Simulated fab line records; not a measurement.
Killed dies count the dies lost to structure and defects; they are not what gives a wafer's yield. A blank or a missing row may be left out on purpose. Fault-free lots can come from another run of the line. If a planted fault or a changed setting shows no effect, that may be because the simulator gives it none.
Split-lot trial ; flow sfqLine ; on a route of 325 steps: 5 lots, 15 wafers read

ON THE SPLIT
At SFQ_TRILAYER_M7_LITHO_COAT_177 (resist thk 600 nm), the setting resistThkNm was moved away from the recipe's 600 nm on 4 of the 15 wafers read, by -6.0% to +2.7%. All remaining wafers had this setting at the recipe value.

FROM THE SPLIT TO THE READING: what the file shows between them, 4 steps
- SFQ_TRILAYER_M7_LITHO_SOFTBAKE_181
- SFQ_TRILAYER_M7_LITHO_EXPOSE_178: exposes mask M7, target cd 500 nm
- SFQ_TRILAYER_M7_LITHO_DEVELOP_179: time 60 s
- SFQ_TRILAYER_M7_BARC_OPEN_METAL_ETCH_229: etches BARC in O2, target depth 125 nm, time 41.7 s

THE READING
KrF_of_TRILAYER_M7_LITHO_COAT_177.thkNm (the simulator's own value, which no gauge read), in nm, at SFQ_TRILAYER_M7_ETCH_METAL_ETCH_180 (etches Nb in Cl2/Ar, stops on SiO2, target depth 240 nm, time 120 s). The file does not state a usual value for it. The 11 wafers here that ran the recipe average 383.4 nm, standard deviation 3.9 nm.

wafer;tool, chamber at the split;resistThkNm as run, nm;against the recipe;KrF_of_TRILAYER_M7_LITHO_COAT_177.thkNm, nm;against lot-mates on the recipe
L075.1;lithoTrack-02, 0;600;recipe;384.9;-
L075.3;lithoTrack-02, 0;600;recipe;385.1;-
L075.4;lithoTrack-02, 0;586.3;-2.3%;363.4;-21.0
L075.5;lithoTrack-02, 0;586.3;-2.3%;363.9;-20.5
L075.6;lithoTrack-02, 0;600;recipe;383.2;-
L079.1;lithoTrack-01, 0;600;recipe;389;-
L079.4;lithoTrack-01, 0;600;recipe;389.6;-
L079.6;lithoTrack-01, 0;600;recipe;386.8;-
L080.1;lithoTrack-04, 0;600;recipe;380.6;-
L080.4;lithoTrack-04, 0;600;recipe;378.5;-
L080.5;lithoTrack-04, 0;600;recipe;379;-
L081.2;lithoTrack-01, 0;616.1;+2.7%;396.3;+18.5
L081.3;lithoTrack-01, 0;600;recipe;377.8;-
L085.3;lithoTrack-01, 0;600;recipe;382.9;-
L085.6;lithoTrack-01, 0;564.2;-6.0%;341.1;-41.8

THE FIT
A straight line over all 15 wafers: KrF_of_TRILAYER_M7_LITHO_COAT_177.thkNm changes by +6.94 nm for each +1% of resistThkNm; r = +0.96; the points scatter about the line by 4.1 nm.
The same after taking each lot's own level away (the mean of its wafers on the recipe; 15 wafers): +7.33 nm for each +1%; r = +0.99; scatter 1.8 nm.
Per that fit: largest resistThkNm move, reading shift of 44 nm.
The span of the lots' own levels, 377.80 to 388.47 nm, comes to 2.7 times the standard deviation stated above.
Hence the lot-to-lot level has little effect on the slope; both slopes agree.
Check: with one of the wafers moved furthest among these (-6.0%) left out of the fit, the line predicts -49.1 nm for it against its lot-mates. Against them it came out at -41.8 nm.

OTHER SPLITS ON THESE WAFERS
Before the reading, these wafers also passed through other splits. Each is held against what the fit with the lots' levels taken away leaves over:
other split on the same wafers;wafers away from the commonest value;r with KrF_of_TRILAYER_M7_LITHO_COAT_177.thkNm (lot level and that fit taken away)
SFQ_TRILAYER_R5_LITHO_COAT_141 spinRpm;3;-0.15
SFQ_TRILAYER_R5_ETCH_METAL_ETCH_139 timeS;6;+0.32
SFQ_TRILAYER_I5_LITHO_COAT_144 spinRpm;5;+0.10
SFQ_TRILAYER_C5_LITHO_COAT_151 spinRpm;4;+0.42
SFQ_TRILAYER_M6_BARC_OPEN_METAL_ETCH_206 timeS;8;-0.30
SFQ_TRILAYER_I6_VIA_LITHO_COAT_174 spinRpm;3;+0.16
SFQ_TRILAYER_I6_VIA_LITHO_PEB_172 pebTimeS;6;-0.15
SFQ_TRILAYER_M7_DEP_SPUTTER_175 powerW;0;-

THE WHOLE CHAIN: every reading that the file lists as answering this split, in the file's order
step;what it does;reading;change (the file's fit);r (the file's)
SFQ_TRILAYER_M7_LITHO_COAT_177;resist thk 600 nm;KrF_of_TRILAYER_M7_LITHO_COAT_177.thkNm (the simulator's own value, which no gauge read);+6.45 nm for each +1% of the setting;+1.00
SFQ_TRILAYER_M7_BARC_OPEN_METAL_ETCH_229;etches BARC in O2, target depth 125 nm, time 41.7 s;KrF_of_TRILAYER_M7_LITHO_COAT_177.thkNm (the simulator's own value, which no gauge read);+6.77 nm for each +1% of the setting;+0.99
SFQ_TRILAYER_M7_ETCH_METAL_ETCH_180;etches Nb in Cl2/Ar, stops on SiO2, target depth 240 nm, time 120 s;KrF_of_TRILAYER_M7_LITHO_COAT_177.thkNm (the simulator's own value, which no gauge read);+7.46 nm for each +1% of the setting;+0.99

FILE'S OWN FIT
KrF_of_TRILAYER_M7_LITHO_COAT_177.thkNm changes by +7.46 nm for each +1% of resistThkNm, r = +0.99.
